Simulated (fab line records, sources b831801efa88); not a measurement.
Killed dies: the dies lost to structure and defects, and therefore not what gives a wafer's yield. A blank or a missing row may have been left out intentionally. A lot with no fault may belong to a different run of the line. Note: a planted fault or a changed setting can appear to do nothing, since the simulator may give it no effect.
What tool caused it? / flow gf180mcu / 18 wafers from 6 lots sampled at 4 of the route's 602 steps

== WHAT EACH GAUGE READ, for each wafer ==
GF_PASSIVATION_THK_MEAS_01.
lot=L777; measured=day 28 17:20; on=film-metro-02; PASSIVATION_CVD_00_THK (nm)=1024 1040 1021
lot=L779; measured=day 29 08:53; on=film-metro-03; PASSIVATION_CVD_00_THK (nm)=1002 1002 1023
lot=L781; measured=day 30 09:23; on=film-metro-03; PASSIVATION_CVD_00_THK (nm)=1018 1019 1018
lot=L787; measured=day 31 10:47; on=film-metro-02; PASSIVATION_CVD_00_THK (nm)=1003 1293 1004
lot=L794; measured=day 33 11:33; on=film-metro-03; PASSIVATION_CVD_00_THK (nm)=1002 989 1000
lot=L798; measured=day 34 01:20; on=film-metro-03; PASSIVATION_CVD_00_THK (nm)=971 998 1021

== WHAT TOOL EACH LOT RAN ON (gives the tool, then ch and the chambers of the sampled wafers, and finally the start) ==
lot=L777; GF_V4_ETCH_16=rie-diel-02 ch 0,1, day 25 01:43; GF_MIM_SPUTTER_03=pvd-sputter-02, day 25 03:14; GF_PASSIVATION_CVD_00=pecvd-04 ch 0,2, day 28 17:14
lot=L779; GF_V4_ETCH_16=rie-diel-02 ch 1,2,3, day 25 18:44; GF_MIM_SPUTTER_03=pvd-sputter-04, day 25 20:35; GF_PASSIVATION_CVD_00=pecvd-04 ch 0,1, day 29 08:49
lot=L781; GF_V4_ETCH_16=rie-diel-02 ch 0,2,3, day 26 21:14; GF_MIM_SPUTTER_03=pvd-sputter-03, day 26 22:45; GF_PASSIVATION_CVD_00=pecvd-04 ch 0,1,2, day 30 09:18
lot=L787; GF_V4_ETCH_16=rie-diel-01 ch 1,2,3, day 27 23:43; GF_MIM_SPUTTER_03=pvd-sputter-03, day 28 01:14; GF_PASSIVATION_CVD_00=pecvd-04 ch 0,1,2, day 31 10:41
lot=L794; GF_V4_ETCH_16=rie-diel-02 ch 1,2,3, day 30 10:09; GF_MIM_SPUTTER_03=pvd-sputter-03, day 30 11:40; GF_PASSIVATION_CVD_00=pecvd-02 ch 0,1,2, day 33 11:28
lot=L798; GF_V4_ETCH_16=rie-diel-02 ch 0,2,3, day 31 01:45; GF_MIM_SPUTTER_03=pvd-sputter-03, day 31 03:16; GF_PASSIVATION_CVD_00=pecvd-01 ch 1,2, day 34 01:16
- GF_V4_ETCH_16: etches BARC in N2/H2.
- GF_MIM_SPUTTER_03: material Ti, target thk 10 nm, time 6.7 s.
- GF_PASSIVATION_CVD_00: deposits SiO2 from TEOS, target thk 1000 nm, time 111.95 s.

== THE ANSWER, worked out from the rows above alone ==
Rule: usual is defined by the lots themselves. The widest of any qualifying gaps counts: lots, ordered by their means at a reading, are off when they make up no more than a third of the lots, leave a main group of 4 or more, and stand apart from it by 3 or more times the standard deviation of that group's means. Not used: any main group whose means are identical at the precision the tables above print for the reading. Also off: a lot with no number at a reading for which 4 or more lots have one. The other lots that the step has rows for count as sound.
Off: at GF_PASSIVATION_THK_MEAS_01 (PASSIVATION_CVD_00_THK), L787. The main group: mean 1010 nm, standard deviation 12.
A tool fits if, at a process step before that reading, it ran every lot that is off, and no sound lot after the first of them. Those tools and the gauges at GF_PASSIVATION_THK_MEAS_01 are tried in the same way. Can't be told from this: 3 tools fit, rie-diel-01 at GF_V4_ETCH_16, pecvd-04 at GF_PASSIVATION_CVD_00, film-metro-02 at GF_PASSIVATION_THK_MEAS_01.

== WHAT THE SIMULATOR HAD PUT IN ==
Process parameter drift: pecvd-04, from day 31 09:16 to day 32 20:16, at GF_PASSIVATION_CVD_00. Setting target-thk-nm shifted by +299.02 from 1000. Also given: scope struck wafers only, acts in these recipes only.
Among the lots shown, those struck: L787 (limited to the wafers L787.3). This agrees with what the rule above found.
